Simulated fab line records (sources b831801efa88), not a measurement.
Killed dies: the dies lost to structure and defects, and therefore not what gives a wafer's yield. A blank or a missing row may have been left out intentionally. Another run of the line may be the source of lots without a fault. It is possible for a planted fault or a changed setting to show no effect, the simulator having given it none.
A sampling plan put to the test -- flow sky130 -- one line in one fab, 49 faults in these records, each fault weighed on the records of the lots it struck
The plan consists of the line's own looks: route steps at which the wafer is read by a gauge or an inspection but not changed. A look is open to judgement when struck wafers have a number at it and the file gives its usual mean and standard deviation on fault-free wafers. Caught: at a look after the fault's first step, the mean of the struck wafers lies 4 or more of those standard deviations (sigma) from the usual mean. On the tool: the identical test, applied to the tool's own readings at the steps of the fault. Also counted as caught: the struck wafers showing another recipe, or a record that is empty for them alone.

THE FAULTS, as the simulator had put them in
1. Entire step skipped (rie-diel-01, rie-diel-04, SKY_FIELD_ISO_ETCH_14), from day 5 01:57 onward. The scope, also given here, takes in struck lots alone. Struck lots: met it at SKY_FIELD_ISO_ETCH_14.
2. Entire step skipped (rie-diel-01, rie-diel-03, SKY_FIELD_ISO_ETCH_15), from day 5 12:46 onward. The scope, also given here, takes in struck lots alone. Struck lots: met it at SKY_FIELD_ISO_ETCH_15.
3. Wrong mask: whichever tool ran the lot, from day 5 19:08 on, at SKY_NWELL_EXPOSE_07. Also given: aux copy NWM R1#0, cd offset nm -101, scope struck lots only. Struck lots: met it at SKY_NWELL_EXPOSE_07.
4. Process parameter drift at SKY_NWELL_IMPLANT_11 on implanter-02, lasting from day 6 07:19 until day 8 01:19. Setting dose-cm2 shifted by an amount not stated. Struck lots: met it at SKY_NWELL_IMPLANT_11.
5. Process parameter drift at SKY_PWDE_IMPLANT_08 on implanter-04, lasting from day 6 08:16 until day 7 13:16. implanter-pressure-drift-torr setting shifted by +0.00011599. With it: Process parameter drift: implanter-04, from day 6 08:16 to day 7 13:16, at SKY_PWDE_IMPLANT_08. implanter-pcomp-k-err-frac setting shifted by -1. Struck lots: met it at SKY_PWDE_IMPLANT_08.
6. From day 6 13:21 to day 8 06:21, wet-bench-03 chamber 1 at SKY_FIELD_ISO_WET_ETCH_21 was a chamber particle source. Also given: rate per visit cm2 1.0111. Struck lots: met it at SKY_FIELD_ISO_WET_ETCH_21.
7. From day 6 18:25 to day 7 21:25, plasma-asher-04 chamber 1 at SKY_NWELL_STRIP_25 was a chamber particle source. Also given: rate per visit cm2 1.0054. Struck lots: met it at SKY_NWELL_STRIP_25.
8. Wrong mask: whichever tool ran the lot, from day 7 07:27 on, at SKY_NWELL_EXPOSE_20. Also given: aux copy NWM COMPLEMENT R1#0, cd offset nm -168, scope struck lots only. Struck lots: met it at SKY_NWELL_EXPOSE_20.
9. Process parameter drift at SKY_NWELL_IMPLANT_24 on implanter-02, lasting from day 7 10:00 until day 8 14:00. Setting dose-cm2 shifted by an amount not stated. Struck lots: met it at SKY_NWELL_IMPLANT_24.
10. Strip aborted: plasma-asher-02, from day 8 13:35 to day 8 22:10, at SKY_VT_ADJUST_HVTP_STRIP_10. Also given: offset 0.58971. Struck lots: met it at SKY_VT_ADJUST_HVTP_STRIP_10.
11. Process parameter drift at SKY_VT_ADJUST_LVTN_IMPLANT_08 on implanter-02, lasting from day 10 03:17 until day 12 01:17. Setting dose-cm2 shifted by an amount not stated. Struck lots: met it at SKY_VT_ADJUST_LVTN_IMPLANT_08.
12. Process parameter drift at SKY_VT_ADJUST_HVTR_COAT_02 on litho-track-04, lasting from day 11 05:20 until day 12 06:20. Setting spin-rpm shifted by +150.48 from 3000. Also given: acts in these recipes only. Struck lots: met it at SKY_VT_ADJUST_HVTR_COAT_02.
13. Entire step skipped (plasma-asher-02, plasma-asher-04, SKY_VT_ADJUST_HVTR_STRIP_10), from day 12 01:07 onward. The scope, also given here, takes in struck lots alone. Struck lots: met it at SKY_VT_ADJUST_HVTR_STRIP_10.
14. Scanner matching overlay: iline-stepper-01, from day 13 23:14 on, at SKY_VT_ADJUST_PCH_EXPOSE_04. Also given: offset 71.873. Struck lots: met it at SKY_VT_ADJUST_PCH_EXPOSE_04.
15. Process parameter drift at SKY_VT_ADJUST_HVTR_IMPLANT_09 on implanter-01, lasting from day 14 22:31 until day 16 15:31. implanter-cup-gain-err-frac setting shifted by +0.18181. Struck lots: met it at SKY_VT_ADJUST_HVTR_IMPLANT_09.
16. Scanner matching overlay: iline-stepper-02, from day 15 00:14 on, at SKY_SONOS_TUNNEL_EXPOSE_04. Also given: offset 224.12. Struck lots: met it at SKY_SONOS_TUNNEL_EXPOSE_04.
17. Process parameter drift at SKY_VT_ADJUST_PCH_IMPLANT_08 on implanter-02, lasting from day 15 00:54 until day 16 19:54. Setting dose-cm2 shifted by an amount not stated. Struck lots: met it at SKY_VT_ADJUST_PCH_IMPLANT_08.
18. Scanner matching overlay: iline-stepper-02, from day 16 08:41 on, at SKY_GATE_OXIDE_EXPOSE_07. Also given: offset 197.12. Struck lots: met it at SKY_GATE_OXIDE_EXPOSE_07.
19. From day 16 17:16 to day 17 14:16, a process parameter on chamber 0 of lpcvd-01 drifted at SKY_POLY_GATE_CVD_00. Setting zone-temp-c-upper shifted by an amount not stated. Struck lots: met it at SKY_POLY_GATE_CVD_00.
20. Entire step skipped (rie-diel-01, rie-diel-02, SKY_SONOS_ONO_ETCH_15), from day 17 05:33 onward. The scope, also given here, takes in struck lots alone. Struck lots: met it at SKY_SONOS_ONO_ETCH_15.
21. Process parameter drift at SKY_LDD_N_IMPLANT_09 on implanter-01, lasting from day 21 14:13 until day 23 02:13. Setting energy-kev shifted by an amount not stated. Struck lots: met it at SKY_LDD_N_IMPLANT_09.
22. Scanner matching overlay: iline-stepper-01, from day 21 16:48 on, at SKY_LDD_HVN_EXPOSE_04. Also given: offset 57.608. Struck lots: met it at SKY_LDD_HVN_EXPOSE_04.
23. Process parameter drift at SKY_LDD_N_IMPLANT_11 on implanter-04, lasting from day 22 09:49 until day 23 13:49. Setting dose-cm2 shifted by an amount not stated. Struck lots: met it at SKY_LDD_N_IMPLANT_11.
24. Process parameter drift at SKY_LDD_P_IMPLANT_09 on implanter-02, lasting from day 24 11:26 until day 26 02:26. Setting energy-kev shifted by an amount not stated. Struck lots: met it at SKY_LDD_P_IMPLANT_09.
25. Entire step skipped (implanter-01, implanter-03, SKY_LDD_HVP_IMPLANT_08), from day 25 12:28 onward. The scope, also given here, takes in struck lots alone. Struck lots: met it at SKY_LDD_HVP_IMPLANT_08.
26. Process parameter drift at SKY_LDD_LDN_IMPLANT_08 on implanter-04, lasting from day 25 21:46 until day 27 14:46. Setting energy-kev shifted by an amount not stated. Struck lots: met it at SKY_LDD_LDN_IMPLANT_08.
27. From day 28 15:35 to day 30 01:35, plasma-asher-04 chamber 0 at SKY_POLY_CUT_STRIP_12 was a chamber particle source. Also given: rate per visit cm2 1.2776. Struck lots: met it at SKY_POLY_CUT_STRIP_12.
28. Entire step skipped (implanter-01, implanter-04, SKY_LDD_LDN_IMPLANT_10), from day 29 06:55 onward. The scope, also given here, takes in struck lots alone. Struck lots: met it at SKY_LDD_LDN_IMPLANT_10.
29. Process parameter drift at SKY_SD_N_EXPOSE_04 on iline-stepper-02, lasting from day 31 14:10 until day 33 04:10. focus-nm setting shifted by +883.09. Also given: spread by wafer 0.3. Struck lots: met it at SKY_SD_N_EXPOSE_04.
30. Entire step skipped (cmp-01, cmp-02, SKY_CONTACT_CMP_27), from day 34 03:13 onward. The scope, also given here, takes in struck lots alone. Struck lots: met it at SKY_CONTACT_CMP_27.
31. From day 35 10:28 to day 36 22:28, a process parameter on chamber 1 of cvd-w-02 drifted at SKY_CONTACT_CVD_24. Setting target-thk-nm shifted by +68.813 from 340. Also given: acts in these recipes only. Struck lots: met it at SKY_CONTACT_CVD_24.
32. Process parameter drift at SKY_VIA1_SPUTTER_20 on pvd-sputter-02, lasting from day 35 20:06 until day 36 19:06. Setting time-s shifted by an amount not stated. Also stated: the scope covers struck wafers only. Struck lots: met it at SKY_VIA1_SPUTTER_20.
33. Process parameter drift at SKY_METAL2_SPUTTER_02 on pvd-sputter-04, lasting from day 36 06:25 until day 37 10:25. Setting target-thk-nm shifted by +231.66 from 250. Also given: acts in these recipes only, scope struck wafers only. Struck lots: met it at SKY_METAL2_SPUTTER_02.
34. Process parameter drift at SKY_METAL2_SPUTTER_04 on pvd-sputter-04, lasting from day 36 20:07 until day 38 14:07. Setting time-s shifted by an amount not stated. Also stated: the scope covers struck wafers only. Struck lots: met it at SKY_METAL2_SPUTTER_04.
35. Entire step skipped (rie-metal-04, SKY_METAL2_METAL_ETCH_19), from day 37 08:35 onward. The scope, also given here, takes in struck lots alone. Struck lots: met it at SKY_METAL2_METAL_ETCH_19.
36. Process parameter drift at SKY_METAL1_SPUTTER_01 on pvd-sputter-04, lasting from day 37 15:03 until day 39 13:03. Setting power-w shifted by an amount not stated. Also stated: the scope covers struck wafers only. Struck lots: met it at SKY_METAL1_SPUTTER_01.
37. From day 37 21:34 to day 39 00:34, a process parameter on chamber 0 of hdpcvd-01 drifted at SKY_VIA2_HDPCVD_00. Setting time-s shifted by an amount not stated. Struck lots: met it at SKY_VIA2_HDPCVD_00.
38. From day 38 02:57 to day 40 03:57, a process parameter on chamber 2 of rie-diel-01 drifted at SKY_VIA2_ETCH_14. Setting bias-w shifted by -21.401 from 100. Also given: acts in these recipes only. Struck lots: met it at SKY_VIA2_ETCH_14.
39. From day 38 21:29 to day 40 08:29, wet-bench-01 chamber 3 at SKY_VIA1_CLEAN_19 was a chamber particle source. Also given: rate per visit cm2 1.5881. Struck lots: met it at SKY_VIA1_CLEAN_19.
40. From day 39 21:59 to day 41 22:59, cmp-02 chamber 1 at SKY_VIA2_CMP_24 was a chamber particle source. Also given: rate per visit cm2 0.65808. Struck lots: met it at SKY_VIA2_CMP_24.
41. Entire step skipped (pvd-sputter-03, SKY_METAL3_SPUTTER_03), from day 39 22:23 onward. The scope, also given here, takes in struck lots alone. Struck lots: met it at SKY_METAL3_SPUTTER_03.
42. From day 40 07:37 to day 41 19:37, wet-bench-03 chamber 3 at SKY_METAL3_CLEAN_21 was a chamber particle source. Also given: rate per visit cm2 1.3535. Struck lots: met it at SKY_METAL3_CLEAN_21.
43. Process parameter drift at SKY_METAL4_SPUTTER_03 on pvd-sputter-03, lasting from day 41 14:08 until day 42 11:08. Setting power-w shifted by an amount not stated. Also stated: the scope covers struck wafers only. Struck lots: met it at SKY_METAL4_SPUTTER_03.
44. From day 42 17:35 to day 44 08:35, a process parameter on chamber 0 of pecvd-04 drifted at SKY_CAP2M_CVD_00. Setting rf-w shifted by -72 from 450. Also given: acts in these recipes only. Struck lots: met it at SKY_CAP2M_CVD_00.
45. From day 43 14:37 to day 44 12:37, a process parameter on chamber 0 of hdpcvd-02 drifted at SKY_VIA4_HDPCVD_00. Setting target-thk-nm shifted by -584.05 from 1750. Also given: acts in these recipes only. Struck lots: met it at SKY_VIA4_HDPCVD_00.
46. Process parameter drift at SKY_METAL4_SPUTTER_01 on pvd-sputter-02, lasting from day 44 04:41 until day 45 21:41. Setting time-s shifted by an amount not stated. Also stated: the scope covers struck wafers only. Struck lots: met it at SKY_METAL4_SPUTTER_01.
47. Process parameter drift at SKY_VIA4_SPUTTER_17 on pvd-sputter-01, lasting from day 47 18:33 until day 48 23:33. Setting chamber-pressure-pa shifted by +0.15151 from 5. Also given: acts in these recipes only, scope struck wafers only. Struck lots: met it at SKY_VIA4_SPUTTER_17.
48. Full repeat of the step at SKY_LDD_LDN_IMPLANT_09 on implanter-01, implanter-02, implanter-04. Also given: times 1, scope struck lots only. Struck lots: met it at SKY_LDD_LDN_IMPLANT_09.
49. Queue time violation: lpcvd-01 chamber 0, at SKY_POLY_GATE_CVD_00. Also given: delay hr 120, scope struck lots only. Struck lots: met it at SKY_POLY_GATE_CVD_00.

WHAT THE PLAN SAW
fault,on the tool itself,first look that catches it,"reading, sigma",median hours from its first step to that look,hours from the fault's start to the first struck lot there,judged looks passed uncaught
1,the tool's record is blank for the struck wafers,no look after it can be judged,-,-,-,0
2,the tool's record is blank for the struck wafers,no look after it can be judged,-,-,-,0
3,under 2 sigma,no look after it can be judged,-,-,-,0
4,dose-ions-cm2 +99 or beyond sigma,SKY_NWELL_TW_MEAS_15,NWELL_TW +12,3.4,7,0
5,end-station-pressure-torr +99 or beyond sigma,SKY_PWDE_TW_MEAS_10,PWDE_TW +10,0.2,1,0
6,no reading that can be judged,none of the 2 looks that can be judged after it,-,-,-,2
7,under 2 sigma,not the one look that can be judged after it,-,-,-,1
8,no reading that can be judged,no look after it can be judged,-,-,-,0
9,dose-ions-cm2 +72 sigma,SKY_NWELL_TW_MEAS_26,NWELL_2_TW +4.0,0.2,12,0
10,oes-product-au +51 sigma,SKY_VT_ADJUST_LVTN_TW_MEAS_10,VT_ADJUST_LVTN_TW -99 or beyond,22.1,31,0
11,dose-ions-cm2 -99 or beyond sigma,SKY_VT_ADJUST_LVTN_TW_MEAS_10,VT_ADJUST_LVTN_TW -11,0.2,11,0
12,spin-speed-rpm +71 sigma,no look after it can be judged,-,-,-,0
13,the tool's record is blank for the struck wafers,SKY_VT_ADJUST_PCH_TW_MEAS_10,VT_ADJUST_PCH_TW -62,24.6,27,0
14,under 2 sigma,SKY_VT_ADJUST_PCH_OVL_MEAS_07,VT_ADJUST_PCH_OVL +55,12.5,13,0
15,faraday-current-uA +9.5 sigma,SKY_VT_ADJUST_HVTR_TW_MEAS_11,VT_ADJUST_HVTR_TW -4.7,0.4,5,0
16,no reading that can be judged,SKY_SONOS_TUNNEL_OVL_MEAS_08,SONOS_TUNNEL_OVL +99 or beyond,14.4,15,0
17,dose-ions-cm2 -99 or beyond sigma,no look after it can be judged,-,-,-,0
18,no reading that can be judged,SKY_GATE_OXIDE_OVL_MEAS_10,GATE_OXIDE_OVL +99 or beyond,14.4,23,0
19,spike-tc-upper-C -45 sigma,SKY_POLY_GATE_THK_MEAS_01,POLY_GATE_CVD_00_THK -29,1.5,3,0
20,no reading that can be judged,none of the 4 looks that can be judged after it,-,-,-,4
21,beam-energy-keV -99 or beyond sigma,no look after it can be judged,-,-,-,0
22,no reading that can be judged,SKY_LDD_HVN_OVL_MEAS_07,LDD_HVN_OVL +35,14.6,36,0
23,dose-ions-cm2 -99 or beyond sigma,none of the 2 looks that can be judged after it,-,-,-,2
24,beam-energy-keV +99 or beyond sigma,no look after it can be judged,-,-,-,0
25,the tool's record is blank for the struck wafers,SKY_LDD_HVP_TW_MEAS_10,LDD_HVP_TW -99 or beyond,0.2,4,0
26,beam-energy-keV -99 or beyond sigma,no look after it can be judged,-,-,-,0
27,under 2 sigma,no look after it can be judged,-,-,-,0
28,the tool's record is blank for the struck wafers,SKY_LDD_LDN_TW_MEAS_13,LDD_LDN_TW -10,0.4,1,0
29,exposure-dose-mJ-cm2 +4.1 sigma,SKY_SD_N_CD_MEAS_07,cd-nm -7.9,12.0,31,0
30,the tool's record is blank for the struck wafers,no look after it can be judged,-,-,-,0
31,under 2 sigma,SKY_CONTACT_RS_MEAS_25,CONTACT_W_RS -13,0.1,4,0
32,under 2 sigma,no look after it can be judged,-,-,-,0
33,under 2 sigma,SKY_METAL2_RS_MEAS_05,METAL2_ALCU_RS -28,0.1,4,0
34,under 2 sigma,none of the 4 looks that can be judged after it,-,-,-,4
35,the tool's record is blank for the struck wafers,no look after it can be judged,-,-,-,0
36,cathode-dc-power-W +99 or beyond sigma,no look after it can be judged,-,-,-,0
37,run-length-s -25 sigma,SKY_VIA2_THK_MEAS_01,VIA2_HDPCVD_THK -6.1,0.1,6,0
38,bias-w -71 sigma,no look after it can be judged,-,-,-,0
39,no reading that can be judged,no look after it can be judged,-,-,-,0
40,under 2 sigma,none of the 2 looks that can be judged after it,-,-,-,2
41,the tool's record is blank for the struck wafers,no look after it can be judged,-,-,-,0
42,no reading that can be judged,no look after it can be judged,-,-,-,0
43,cathode-dc-power-W +99 or beyond sigma,no look after it can be judged,-,-,-,0
44,rf-fwd-power-W -40 sigma,not the one look that can be judged after it,"strongest: CAP2M_CVD_00_THK at SKY_CAP2M_THK_MEAS_01, -3.8",-,-,1
45,no reading that can be judged,SKY_VIA4_THK_MEAS_01,VIA4_HDPCVD_THK -25,0.2,1,0
46,under 2 sigma,no look after it can be judged,-,-,-,0
47,chamber-pressure-pa +14 sigma,no look after it can be judged,-,-,-,0
48,no reading that can be judged,SKY_LDD_LDN_TW_MEAS_13,LDD_LDN_TW +9.3,0.9,-,0
49,no reading that can be judged,not the one look that can be judged after it,-,-,-,1
A dash: the fault isn't caught, or these records don't give the number.

Caught at a look: 20 of 49. Caught on the tool: 28 of 49. By one or the other: 36 of 49.
On the tool alone, faults 1, 2, 12, 17, 21, 23, 24, 26, 30, 35, 36, 38, 41, 43, 44, 47 were caught.
Caught at a look alone: faults 14, 16, 18, 22, 31, 33, 45, 48.
Caught by neither: faults 3, 6, 7, 8, 20, 27, 32, 34, 39, 40, 42, 46, 49.

THINNER SAMPLING
If the look that catches a fault measured only every second or every third lot, by lot number, the first struck lot would be measured this late in the worst case:
fault,"struck lots at that look, in order of time",every lot,every second lot,every third lot
4,"L122, L128",7 h,may miss all 2,may miss all 2
5,"L710, L711",1 h,11 h,may miss all 2
9,"L860, L861",12 h,15 h,may miss all 2
10,L397,31 h,may miss it,may miss it
11,"L176, L177",11 h,18 h,may miss all 2
13,"L282, L283",27 h,38 h,may miss all 2
14,"L889, L890, L891, L893",13 h,21 h,30 h
15,"L656, L657",5 h,10 h,may miss all 2
16,"L934, L935, L940, L941",15 h,24 h,may miss all 4
18,"L607, L608, L609",23 h,27 h,45 h
19,"L369, L371",3 h,may miss all 2,may miss all 2
22,"L463, L464, L465",36 h,39 h,51 h
25,"L831, L833, L832",4 h,16 h,16 h
28,"L742, L743",1 h,9 h,may miss all 2
29,L238,31 h,may miss it,may miss it
31,"L112, L115, L116",4 h,11 h,may miss all 3
33,"L825, L828",4 h,21 h,may miss all 2
37,"L780, L783",6 h,27 h,may miss all 2
45,L716,1 h,may miss it,may miss it
Hours are from the fault's start to the first struck lot that is measured. The limit of 4 sigma was tested on all struck wafers together, so one lot alone may lie under it. Other struck lots may not be in these records.

THE LONGEST TIMED WAY FROM STEP TO LOOK
For fault 13, SKY_VT_ADJUST_HVTR_STRIP_10 and SKY_VT_ADJUST_PCH_TW_MEAS_10 are separated by a median of 24.6 hours. No look between them can be judged.
